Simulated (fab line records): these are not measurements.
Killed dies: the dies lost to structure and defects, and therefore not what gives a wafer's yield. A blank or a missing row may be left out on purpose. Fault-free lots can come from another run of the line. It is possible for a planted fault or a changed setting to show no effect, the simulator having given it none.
One fault through the eyes of 2 desks :: flow gf180mcu :: every desk sees just its own numbers, and what lay behind them comes last

## THE METROLOGY DESK
Lot by lot, what the gauges showed, no matter which tool ran the lot: averages of those sampled wafers that carry a number. Marked OUT: a lot whose mean sits more than 4 standard deviations from the usual mean, which makes it out of limits; the brackets give that distance.
Columns: A = STI_OXIDATION_THK at GF_STI_THK_MEAS_02, usual 9.96 nm; B = STI_CVD_03_THK at GF_STI_THK_MEAS_04, usual 208.0 nm; C = cd nm at GF_STI_CD_MEAS_12, usual 219.8 nm
lot: L375
first seen here: day 1 17:26
A: 10.20
B: 207.4
C: 220.2

lot: L376
first seen here: day 1 22:22
A: 10.11
B: 208.3
C: 219.9

lot: L378
first seen here: day 2 08:16
A: 9.71
B: 210.0
C: 222.2

lot: L380
first seen here: day 2 18:07
A: 9.90
B: 206.3
C: 220.1

lot: L389
first seen here: day 4 15:29
A: 10.07
B: 208.8
C: 218.8

lot: L392
first seen here: day 5 05:32
A: 10.08
B: 206.7
C: 219.0
This desk's verdict: no lot among the 6 shows anything out of limits.

## AT THE TOOL OWNER'S DESK: rie si-02
The tool's own readings at GF_STI_ETCH_14 (etches Si in HBr/Cl2/O2, target depth 360 nm, time 102.9 s): means of the sampled wafers that have a number, for each lot that ran on this tool. Marked OUT: a lot whose mean sits more than 4 standard deviations from the usual mean, which makes it out of limits; the brackets give that distance.
Columns: A = drypump motor current A at GF_STI_ETCH_14, usual 5.9 A; B = oes product au at GF_STI_ETCH_14, usual 1.007 a.u.; C = rf fwd power W at GF_STI_ETCH_14, usual 596.7 W; D = throttle valve pct at GF_STI_ETCH_14, usual 25.651 %
lot: L376
first seen here: day 2 13:47
A: 5.7
B: 1.000
C: 598.1
D: 25.655

lot: L378
first seen here: day 2 22:17
A: 6.2
B: 0.960
C: 502.8 (-47) OUT
D: 25.678

lot: L380
first seen here: day 3 08:44
A: 5.8
B: 0.960
C: 500.4 (-48) OUT
D: 25.681

lot: L392
first seen here: day 5 22:35
A: 5.6
B: 0.998
C: 597.7
D: 25.662
Finding of this desk: L378, L380 out of limits; the first was L378 at day 2 22:17, on rf fwd power W at GF_STI_ETCH_14. L376, L392 stayed within limits.

## BROUGHT TOGETHER
The tool owner's desk had the chance to raise an alarm at day 2 22:17 on L378, L380.
At the metrology desk, nothing out of limits was observed.
The metrology desk holds a record of L378, L380, inside its limits.
GF_STI_ETCH_14 was run on rie si-02 by each of the lots named.

## WHAT THE SIMULATOR PUT IN
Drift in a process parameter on rie si-02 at GF_STI_ETCH_14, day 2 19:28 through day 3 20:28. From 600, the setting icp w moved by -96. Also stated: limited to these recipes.
Shown lots that were struck: L378, L380.
Time in hours from fault onset to the first out-of-limits reading at each desk: the tool owner's desk, 3.
